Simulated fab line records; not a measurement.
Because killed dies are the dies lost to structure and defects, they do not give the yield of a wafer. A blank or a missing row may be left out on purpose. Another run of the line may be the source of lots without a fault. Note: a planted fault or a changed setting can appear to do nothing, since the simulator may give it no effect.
Matching of chambers | flow sky130 | cmp-02 running SKY_VIA1_CMP_02: 4 sister chambers
The step polishes SiO2. 4 wafers are shown with their chamber, then 7 later ones without.

== EACH WAFER AND ITS CHAMBER ==
wafer  | chamber | motor-current-A (A)
L528.6 | 0       | 12.5
L531.6 | 2       | 10.2
L542.2 | 3       | 12.9
L542.3 | 1       | 11.7

== WAFERS WITHOUT THEIR CHAMBER ==
wafer  | motor-current-A (A)
L542.4 | 11.9
L546.2 | 11.2
L546.3 | 9.6
L546.4 | 12.4
L547.3 | 11.1
L547.4 | 10.2
L547.5 | 10.3

== WHICH CHAMBER EACH WENT THROUGH ==
wafer  | from the rows above          | in truth
L542.4 | can't be placed: 1 or 0      | 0
L546.2 | can't be placed: 1 or 2      | 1
L546.3 | 2                            | 2
L546.4 | can't be placed: 0 or 3 or 1 | 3
L547.3 | can't be placed: 1 or 2      | 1
L547.4 | 2                            | 2
L547.5 | 2                            | 2
Placed correctly: 3 of 7. Unplaceable from these rows: 4, with the true chamber sitting among the candidates in 4. Wrongly placed: 0.
How it was worked out, from the rows above alone: a wafer's distance from a chamber is the root of the sum, over the readings, of the square of ((its reading less the chamber's mean) divided by the reading's scatter). The wafer belongs to the nearest chamber; if the next one is less than 2 further off, it can't be placed. Each chamber's mean is taken over the wafers shown for it. The scatter (one wafer shown for each chamber): square how far every hidden wafer sits from the nearest shown wafer, average those squares and take the square root.
